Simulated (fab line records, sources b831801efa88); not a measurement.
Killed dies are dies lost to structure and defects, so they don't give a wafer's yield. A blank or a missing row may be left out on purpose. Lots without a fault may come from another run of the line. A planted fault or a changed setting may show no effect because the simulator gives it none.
Chamber matching | flow gf180mcu | GF_V3_CMP_26 on cmp-02: 4 sister chambers
The step polishes, stops on SiO2, t overpolish 15 s, target thk 0 nm. 18 wafers are shown with their chamber, then 9 later ones without.

WAFERS WITH THEIR CHAMBER
wafer  | chamber | motor_current_A (A) | platen_rpm (rpm) | overpolish_run_s (s)
L074.1 | 2       | 11.7                | 59.96            | 15.012
L074.2 | 0       | 12.0                | 60.04            | 15.006
L074.6 | 1       | 11.8                | 60.04            | 15.010
L075.3 | 0       | 12.0                | 60.04            | 15.000
L075.5 | 2       | 12.3                | 60.03            | 15.013
L075.6 | 1       | 11.5                | 60.07            | 15.014
L079.1 | 3       | 13.1                | 59.95            | 14.991
L079.3 | 1       | 11.6                | 60.02            | 15.021
L079.4 | 2       | 11.8                | 60.01            | 15.007
L080.1 | 3       | 13.1                | 59.99            | 14.988
L080.2 | 0       | 11.8                | 59.99            | 15.005
L080.3 | 2       | 12.5                | 59.98            | 15.002
L082.2 | 2       | 12.4                | 60.00            | 15.016
L082.5 | 2       | 12.4                | 59.97            | 14.988
L082.6 | 1       | 11.5                | 60.02            | 14.977
L086.3 | 2       | 13.2                | 59.98            | 15.013
L086.5 | 0       | 12.3                | 60.01            | 15.007
L086.6 | 1       | 11.9                | 60.03            | 14.999

SIGNATURES (means of the wafers above)
reading          | chamber 0 | chamber 1 | chamber 2 | chamber 3 | scatter within a chamber
motor_current_A  | 12.025    | 11.660    | 12.329    | 13.100    | 0.352
platen_rpm       | 60.0200   | 60.0360   | 59.9900   | 59.9700   | 0.0238
overpolish_run_s | 15.00450  | 15.00420  | 15.00729  | 14.98950  | 0.0113
Rule: a wafer's distance from a chamber is the root of the sum, over the readings, of the square of ((its reading less the chamber's mean) divided by the reading's scatter). The wafer belongs to the nearest chamber; if the next one is less than 2 further off, it can't be placed. The scatter: the root of (the sum of the squares of (reading less its chamber's mean) over the shown wafers, divided by (wafers less chambers)).

WAFERS WITHOUT THEIR CHAMBER
wafer  | motor_current_A (A) | platen_rpm (rpm) | overpolish_run_s (s)
L087.1 | 11.6                | 60.06            | 14.999
L087.3 | 12.4                | 60.01            | 14.994
L087.4 | 12.8                | 59.95            | 15.001
L091.2 | 12.7                | 59.98            | 14.989
L091.4 | 11.7                | 60.01            | 14.999
L091.5 | 11.3                | 59.96            | 14.997
L092.2 | 12.1                | 60.01            | 15.006
L092.3 | 13.7                | 60.01            | 14.992
L092.6 | 12.9                | 59.95            | 15.006

WHICH CHAMBER EACH WENT THROUGH
wafer  | from the rows above               | in truth
L087.1 | can't be placed: 1 or 0           | 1
L087.3 | can't be placed: 2 or 0 or 1 or 3 | 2
L087.4 | can't be placed: 3 or 2           | 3
L091.2 | can't be placed: 3 or 2 or 0      | 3
L091.4 | can't be placed: 0 or 1 or 2      | 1
L091.5 | can't be placed: 2 or 0 or 1 or 3 | 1
L092.2 | can't be placed: 0 or 2 or 1      | 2
L092.3 | can't be placed: 3 or 2           | 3
L092.6 | can't be placed: 3 or 2           | 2
Placed correctly: 0 of 9. Can't be placed from these rows: 9 (the true chamber is among the candidates in 9). Placed wrongly: 0.
